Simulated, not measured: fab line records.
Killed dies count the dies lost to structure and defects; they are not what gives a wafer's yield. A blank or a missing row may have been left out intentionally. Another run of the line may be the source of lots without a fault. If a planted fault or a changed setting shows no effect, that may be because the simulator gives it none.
fab line records | flow sfq-line
[record] lots = 5 | wafers = 15 | last-day = 92
route steps=325 shown M6@251
lots untouched by any fault: they come from a run of this same line in which no faults occurred
start-h: hours from the record's first day to the start of the lot's first wafer shown | wait-h: hours from the lot's prior step to this one | " as in the row above | L1.1+2: a single row standing in for several wafers | - no value present, or no start provided | * or withheld: withheld | < > ~ a bound
route shown NAME@n: names a module that has steps shown in the file, with the first one's number in the route | usual: average and standard deviation across the fault-free wafers | same: alike in all rows | chamber/n: place in a boat | sites: readings site by site | _std_site: standard deviation across them | _edge_site: outer sites' mean less inner sites' | radius-mm: how far each site lies from the wafer's centre | mask NAME#n: copy n | behind: tool/chamber where the wafer was last shaped | hold: the reason the lot was held/the length of the hold in hours/how it ended | device: which transistor (n, p or np) failed to switch | end of line: tests run on the same wafers once the route is complete | a step given without rows: its recipe and nothing more | killed: count of dies lost to structure and defects at first sort (not the wafer's yield) | map: a wafer's dies, x killed, . not, _ none there
set.NAME: the setting that was run; set.NAME@STEP: the one run at that earlier step | model.NAME: the simulator's own value behind a step, which no gauge read
certain route steps with their lots: each step a table, each wafer a row
services: a tool's chamber out of use, with start hour (start-h, from the record's first day; less than 0 if before it), hours out, and reason
[[steps]]
[step SFQ_TRILAYER_M6_DEP_PRE_CLEAN_158]
[recipe] gas = Ar | time-s = 22.5 | bias-v = 250
[step SFQ_TRILAYER_M6_DEP_SPUTTER_157]
[recipe] material = Nb | base-pressure-pa = 1.33e-06 | chamber-pressure-pa = 0.1333 | substrate-temp-c = 20 | target-thk-nm = 200 | power-w = 2000 | time-s = 133.3
[usual] throttle-valve-pct = 30.0/1.2
lot.wafer | tool           | chamber | start-h | wait-h | throttle-valve-pct
L468.1    | pvd-sputter-06 | -       | 1717.23 | 0.0    | 29.6
L468.2    | "              | -       | "       | "      | 30.1
L468.3    | "              | -       | "       | "      | 31.6
L476.1    | pvd-sputter-05 | -       | 1758.23 | 0.0    | 31.5
L476.3    | "              | -       | "       | "      | 31.0
L476.6    | "              | -       | "       | "      | 31.1
L485.3    | pvd-sputter-04 | -       | 1873.77 | 0.0    | 29.8
L485.4    | "              | -       | "       | "      | 27.4
L485.6    | "              | -       | "       | "      | 30.2
L489.1    | pvd-sputter-04 | -       | 1895.17 | 0.0    | 30.4
L489.2    | "              | -       | "       | "      | 27.5
L489.4    | "              | -       | "       | "      | 30.2
L490.3    | pvd-sputter-05 | -       | 1897.57 | 0.0    | 28.2
L490.4    | "              | -       | "       | "      | 30.9
L490.5    | "              | -       | "       | "      | 31.0
[step SFQ_M6_RS_MEAS_938]
[recipe] thk-meas-gauge = four-point-probe | reads = Nb_of_TRILAYER_M6_DEP_SPUTTER_157
[usual] M6_NB_RS = 0.889/0.012
lot.wafer | tool          | chamber | start-h | wait-h | M6_NB_RS[ohm/sq]
L468.1    | film-metro-01 | -       | 1717.32 | 0.0    | 0.902
L468.2    | "             | -       | "       | "      | 0.895
L468.3    | "             | -       | "       | "      | 0.886
L476.1    | film-metro-02 | -       | 1758.32 | 0.0    | 0.867
L476.3    | "             | -       | "       | "      | 0.851
L476.6    | "             | -       | "       | "      | 0.871
L485.3    | film-metro-04 | -       | 1873.90 | 0.1    | 0.899
L485.4    | "             | -       | "       | "      | 0.895
L485.6    | "             | -       | "       | "      | 0.902
L489.1    | film-metro-04 | -       | 1895.26 | 0.0    | 0.904
L489.2    | "             | -       | "       | "      | 0.883
L489.4    | "             | -       | "       | "      | 0.887
L490.3    | film-metro-02 | -       | 1897.70 | 0.1    | 0.895
L490.4    | "             | -       | "       | "      | 0.868
L490.5    | "             | -       | "       | "      | 0.889
[step SFQ_TRILAYER_M6_LITHO_COAT_164]
[recipe] resist = BARC | spin-rpm = 3000 | resist-thk-nm = 62
[step SFQ_TRILAYER_M6_LITHO_COAT_159]
[recipe] resist = KrF | spin-rpm = 3000 | resist-thk-nm = 600
[step SFQ_TRILAYER_M6_LITHO_SOFTBAKE_163]
[recipe] temp-c = withheld | time-s = withheld | resist = KrF
[step SFQ_TRILAYER_M6_LITHO_EXPOSE_160]
[recipe] mask-id = M6 | na = 0.6 | source-shape = conventional | sigma-outer = 0.65 | target-cd-nm = 500 | dose-mj = 14.4
[step SFQ_TRILAYER_M6_LITHO_PEB_162]
[recipe] peb-temp-c = 115 | peb-time-s = 60 | resist = KrF
[step SFQ_TRILAYER_M6_LITHO_DEVELOP_161]
[recipe] time-s = 60 | resist = KrF
[step SFQ_M6_OVL_MEAS_940]
[usual] M6_OVL = 2/4.9
lot.wafer | tool       | chamber | start-h | wait-h | M6_OVL[nm]
L468.1    | overlay-01 | -       | 1729.11 | 0.1    | 4
L468.2    | "          | -       | "       | "      | 2
L468.3    | "          | -       | "       | "      | 2
L476.1    | overlay-02 | -       | 1848.62 | 0.1    | -2
L476.3    | "          | -       | "       | "      | 4
L476.6    | "          | -       | "       | "      | -1
L485.3    | overlay-02 | -       | 1923.14 | 0.1    | 5
L485.4    | "          | -       | "       | "      | 5
L485.6    | "          | -       | "       | "      | -2
L489.1    | overlay-02 | -       | 1927.93 | 0.1    | 8
L489.2    | "          | -       | "       | "      | -1
L489.4    | "          | -       | "       | "      | 6
L490.3    | overlay-02 | -       | 1929.14 | 0.1    | 10
L490.4    | "          | -       | "       | "      | 11
L490.5    | "          | -       | "       | "      | 12
[step SFQ_TRILAYER_M6_BARC_OPEN_METAL_ETCH_206]
[recipe] mask-material = PR | chemistry = O2 | target-depth-nm = 125 | target = BARC | icp-w = 600 | bias-w = 80 | pressure-mtorr = 10 | time-s = 41.7
[usual] drypump-motor-current-A = 5.5/0.32 | he-backside-leak-sccm = 3.35/0.17 | oes-product-au = 0.685/0.005
lot.wafer | tool         | chamber | start-h | wait-h | drypump-motor-current-A | he-backside-leak-sccm | oes-product-au | rf-hours-counter-h
L468.1    | rie-metal-03 | 1       | 1729.15 | 0.0    | 5.2                     | 3.24                  | 0.689          | 88
L468.2    | "            | 0       | "       | "      | 5.9                     | 3.66                  | 0.682          | 104
L468.3    | "            | 1       | "       | "      | 5.2                     | 3.20                  | 0.686          | -
L476.1    | rie-metal-04 | 1       | 1848.66 | 0.0    | 5.5                     | 2.98                  | 0.685          | 0
L476.3    | "            | 1       | "       | "      | 5.5                     | 3.21                  | 0.683          | -
L476.6    | "            | 1       | "       | "      | 5.5                     | 3.19                  | 0.682          | -
L485.3    | rie-metal-04 | 1       | 1923.19 | 0.0    | 5.5                     | 3.23                  | 0.686          | -
L485.4    | "            | 0       | "       | "      | 5.4                     | 3.31                  | 0.681          | -
L485.6    | "            | 0       | "       | "      | 5.4                     | 3.31                  | 0.683          | -
L489.1    | rie-metal-03 | 0       | 1927.97 | 0.0    | 6.0                     | 3.63                  | 0.686          | 2
L489.2    | "            | 1       | "       | "      | 5.2                     | 3.41                  | 0.683          | 126
L489.4    | "            | 0       | "       | "      | 5.9                     | 3.53                  | 0.685          | -
L490.3    | rie-metal-04 | 0       | 1929.19 | 0.0    | 5.4                     | 3.21                  | 0.687          | -
L490.4    | "            | 1       | "       | "      | 5.5                     | 2.98                  | 0.682          | -
L490.5    | "            | 1       | "       | "      | 5.5                     | 3.07                  | 0.679          | -
[step SFQ_TRILAYER_M6_ETCH_METAL_ETCH_162]
[recipe] target = Nb | stop-on = SiO2 | mask-material = PR | chemistry = Cl2/Ar | target-depth-nm = 240 | icp-w = 600 | bias-w = 80 | pressure-mtorr = 10 | time-s = 120
[usual] drypump-motor-current-A = 5.5/0.33 | he-backside-leak-sccm = 3.35/0.18 | oes-product-au = 0.894/0.0087
lot.wafer | tool         | chamber | start-h | wait-h | drypump-motor-current-A | he-backside-leak-sccm | oes-product-au | rf-hours-counter-h | model.KrF_of_TRILAYER_M6_LITHO_COAT_159.thk-nm
L468.1    | rie-metal-03 | 1       | 1729.21 | 0.0    | 5.2                     | 3.49                  | 0.884          | 88                 | 381.8
L468.2    | "            | 0       | "       | "      | 5.9                     | 3.79                  | 0.898          | 104                | 376.5
L468.3    | "            | 1       | "       | "      | 5.2                     | 3.38                  | 0.889          | -                  | 381.7
L476.1    | rie-metal-04 | 1       | 1848.72 | 0.0    | 5.5                     | 3.27                  | 0.903          | 0                  | 378.7
L476.3    | "            | 1       | "       | "      | 5.5                     | 3.08                  | 0.913          | -                  | 379.8
L476.6    | "            | 1       | "       | "      | 5.5                     | 2.93                  | 0.904          | -                  | 379.3
L485.3    | rie-metal-04 | 1       | 1923.27 | 0.1    | 5.5                     | 3.19                  | 0.893          | -                  | 382
L485.4    | "            | 0       | "       | "      | 5.4                     | 3.46                  | 0.888          | -                  | 381.1
L485.6    | "            | 0       | "       | "      | 5.4                     | 3.32                  | 0.882          | -                  | 381.3
L489.1    | rie-metal-03 | 0       | 1928.03 | 0.0    | 5.9                     | 3.59                  | 0.885          | 2                  | 408
L489.2    | "            | 1       | "       | "      | 5.1                     | 3.48                  | 0.896          | 126                | 384.1
L489.4    | "            | 0       | "       | "      | 5.9                     | 3.35                  | 0.900          | -                  | 381.2
L490.3    | rie-metal-04 | 0       | 1929.27 | 0.1    | 5.4                     | 3.37                  | 0.895          | -                  | 379.5
L490.4    | "            | 1       | "       | "      | 5.5                     | 2.91                  | 0.897          | -                  | 381.4
L490.5    | "            | 1       | "       | "      | 5.5                     | 3.06                  | 0.891          | -                  | 382.7
[step SFQ_TRILAYER_M6_STRIP_STRIP_163]
[recipe] gas = O2 | power-w = 200 | platen-temp-c = 40 | overash-fraction = 0.65 | chemistry = O2 | pressure-mtorr = 50
[usual] drypump-motor-current-A = 5.5/0.34 | he-backside-leak-sccm = 3.4/0.45 | oes-product-au = 1.002/0.01
lot.wafer | tool         | chamber | start-h | wait-h | drypump-motor-current-A | he-backside-leak-sccm | oes-product-au | rf-hours-counter-h
L468.1    | rie-metal-03 | 1       | 1729.33 | 0.1    | 5.2                     | 3.5                   | 0.997          | 88
L468.2    | "            | 0       | "       | "      | 5.9                     | 3.4                   | 1.015          | 104
L468.3    | "            | 1       | "       | "      | 5.1                     | 3.2                   | 1.001          | -
L476.1    | rie-metal-04 | 1       | 1848.84 | 0.1    | 5.5                     | 3.4                   | 1.019          | 0
L476.3    | "            | 1       | "       | "      | 5.5                     | 3.3                   | 1.007          | -
L476.6    | "            | 1       | "       | "      | 5.5                     | 3.3                   | 1.013          | -
L485.3    | rie-metal-04 | 1       | 1923.55 | 0.2    | 5.5                     | 3.1                   | 1.008          | -
L485.4    | "            | 0       | "       | "      | 5.4                     | 3.2                   | 0.999          | -
L485.6    | "            | 0       | "       | "      | 5.4                     | 3.3                   | 1.004          | -
L489.1    | rie-metal-03 | 0       | 1928.15 | 0.1    | 5.9                     | 3.7                   | 1.007          | 2
L489.2    | "            | 1       | "       | "      | 5.2                     | 3.4                   | 1.000          | 126
L489.4    | "            | 0       | "       | "      | 5.9                     | 3.6                   | 1.001          | -
L490.3    | rie-metal-04 | 0       | 1929.55 | 0.2    | 5.4                     | 3.3                   | 1.010          | -
L490.4    | "            | 1       | "       | "      | 5.5                     | 3.2                   | 1.006          | -
L490.5    | "            | 1       | "       | "      | 5.5                     | 4.5                   | 1.004          | -
[[services]]
tool           | chamber | start-h | hours | kind
pvd-sputter-04 | -       | 1751.65 | 7.8   | repair
rie-metal-03   | 0       | 1786.01 | 32.8  | repair
pvd-sputter-05 | 3       | 1792.11 | -     | consumable-replace:kit
pvd-sputter-05 | 3       | 1792.11 | 18.0  | scheduled-down
pvd-sputter-05 | 3       | 1792.11 | 18.0  | vent-cycle
pvd-sputter-06 | -       | 1799.30 | 0.9   | repair
pvd-sputter-06 | -       | 1815.36 | 5.3   | repair
rie-metal-04   | 1       | 1816.08 | -     | clean
rie-metal-04   | 1       | 1816.08 | -     | consumable-replace:focus-ring
rie-metal-04   | 1       | 1816.08 | 30.2  | scheduled-down
rie-metal-04   | 1       | 1816.08 | 30.2  | vent-cycle
pvd-sputter-05 | -       | 1821.19 | 1.2   | repair
rie-metal-04   | -       | 1843.62 | 1.9   | repair
pvd-sputter-05 | -       | 1848.07 | 3.3   | repair
rie-metal-04   | -       | 1862.44 | 2.8   | pm
pvd-sputter-04 | -       | 1865.47 | 0.7   | repair
pvd-sputter-04 | 0       | 1875.80 | -     | consumable-replace:kit
pvd-sputter-04 | 0       | 1875.80 | 18.0  | scheduled-down
pvd-sputter-04 | -       | 1885.53 | 4.8   | repair
rie-metal-03   | -       | 1885.53 | 0.5   | repair
rie-metal-03   | 0       | 1898.36 | -     | clean
rie-metal-03   | 0       | 1898.36 | -     | consumable-replace:focus-ring
rie-metal-03   | 0       | 1898.36 | 22.0  | scheduled-down
rie-metal-03   | 0       | 1898.36 | 22.0  | vent-cycle
[[key]]
first-sign none at tools or gauges
[model-effect] step = SFQ_TRILAYER_M6_ETCH_METAL_ETCH_162 | value = KrF_of_TRILAYER_M6_LITHO_COAT_159.thk-nm | without = 381.9 | struck = 408
met-at SFQ_TRILAYER_M6_ETCH_METAL_ETCH_162
struck-wafers L489.1
onset-between 1729.21 1928.03
[fault] kind = process-parameter-drift | tool = rie-metal-03 | chamber = - | onset-h = 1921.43 | steps = SFQ_TRILAYER_M6_ETCH_METAL_ETCH_162 | channel = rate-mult | offset = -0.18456 | shape = step | end-h = 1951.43 | scope = struck-wafers-only
